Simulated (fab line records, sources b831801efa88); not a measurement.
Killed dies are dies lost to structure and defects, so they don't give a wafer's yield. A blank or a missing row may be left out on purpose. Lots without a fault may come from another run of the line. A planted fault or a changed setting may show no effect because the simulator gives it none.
Split-lot experiment | flow sky130 | 5 lots, 23 wafers read, on a route of 708 steps

THE SPLIT
At SKY_RES_XHIGH_COAT_02 (resist thk 1140 nm), the setting resist_thk_nm was moved away from the recipe's 1140 nm on 5 of the 23 wafers read, by +3.1% to +3.2%. The other wafers ran this setting at the recipe's value.

The reading is taken at the split's own step.

THE READING
NOVOLAK_of_RES_XHIGH_COAT_02.thk_nm (the simulator's own value, which no gauge read), in nm, at SKY_RES_XHIGH_COAT_02 (resist thk 1140 nm). The file gives no usual value for it. The 18 wafers here that ran the recipe average 1140 nm, standard deviation 4.4 nm.

wafer  | tool, chamber at the split | resist_thk_nm as run, nm | against the recipe | NOVOLAK_of_RES_XHIGH_COAT_02.thk_nm, nm | against lot-mates on the recipe
L076.1 | litho_track-02, 0          | 1140                     | recipe             | 1147                                    | -
L076.6 | litho_track-02, 0          | 1140                     | recipe             | 1147                                    | -
L076.2 | litho_track-02, 0          | 1140                     | recipe             | 1146                                    | -
L076.5 | litho_track-02, 0          | 1140                     | recipe             | 1146                                    | -
L076.4 | litho_track-02, 0          | 1140                     | recipe             | 1148                                    | -
L079.1 | litho_track-01, 0          | 1175                     | +3.1%              | 1171                                    | +36
L079.3 | litho_track-01, 0          | 1140                     | recipe             | 1134                                    | -
L079.4 | litho_track-01, 0          | 1140                     | recipe             | 1137                                    | -
L079.5 | litho_track-01, 0          | 1175                     | +3.1%              | 1169                                    | +34
L079.6 | litho_track-01, 0          | 1175                     | +3.1%              | 1170                                    | +34
L080.2 | litho_track-04, 0          | 1140                     | recipe             | 1140                                    | -
L080.3 | litho_track-04, 0          | 1177                     | +3.2%              | 1180                                    | +40
L080.4 | litho_track-04, 0          | 1140                     | recipe             | 1139                                    | -
L080.5 | litho_track-04, 0          | 1177                     | +3.2%              | 1179                                    | +39
L080.6 | litho_track-04, 0          | 1140                     | recipe             | 1142                                    | -
L084.3 | litho_track-04, 0          | 1140                     | recipe             | 1137                                    | -
L084.4 | litho_track-04, 0          | 1140                     | recipe             | 1137                                    | -
L084.6 | litho_track-04, 0          | 1140                     | recipe             | 1136                                    | -
L083.1 | litho_track-01, 0          | 1140                     | recipe             | 1139                                    | -
L083.3 | litho_track-01, 0          | 1140                     | recipe             | 1138                                    | -
L083.5 | litho_track-01, 0          | 1140                     | recipe             | 1138                                    | -
L083.4 | litho_track-01, 0          | 1140                     | recipe             | 1142                                    | -
L083.6 | litho_track-01, 0          | 1140                     | recipe             | 1136                                    | -

THE FIT
A straight line over all 23 wafers: NOVOLAK_of_RES_XHIGH_COAT_02.thk_nm changes by +10.6 nm for each +1% of resist_thk_nm; r = +0.96; the points scatter about the line by 4.4 nm.
The same after taking each lot's own level away (the mean of its wafers on the recipe; 23 wafers): +11.6 nm for each +1%; r = +1.00; scatter 1.4 nm.
On that fit, the largest move of resist_thk_nm shifts the reading by 38 nm.
The lots' own levels span 1135.5 to 1146.8 nm, that is 2.6 times the standard deviation above.
So the lot-to-lot level changes the slope little: the two slopes agree.
Check: with one of the wafers moved furthest among these (+3.2%) left out of the fit, the line predicts +37.1 nm for it against its lot-mates. It came out at +39.7 nm against them.

OTHER SPLITS ON THESE WAFERS
These wafers also went through other splits before the reading. Each is held against what the fit with the lots' levels taken away leaves over:
other split on the same wafers | wafers away from the commonest value | r with NOVOLAK_of_RES_XHIGH_COAT_02.thk_nm (lot level and that fit taken away)
SKY_POLY_CUT_ETCH_10 time_s    | 8                                    | -0.12
SKY_SD_P_COAT_02 resist_thk_nm | 9                                    | -0.08

THE WHOLE CHAIN: every reading that the file lists as answering this split, in the file's order
step                   | what it does       | reading                                                                              | change (the file's fit)              | r (the file's)
SKY_RES_XHIGH_COAT_02  | resist thk 1140 nm | NOVOLAK_of_RES_XHIGH_COAT_02.thk_nm (the simulator's own value, which no gauge read) | +11.7 nm for each +1% of the setting | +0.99
SKY_RES_XHIGH_STRIP_08 | strips in O2/N2    | strip_time_to_endpoint_s                                                             | withheld for each +1% of the setting | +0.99

THE FILE'S OWN FIT
NOVOLAK_of_RES_XHIGH_COAT_02.thk_nm changes by +11.7 nm for each +1% of resist_thk_nm, r = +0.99.
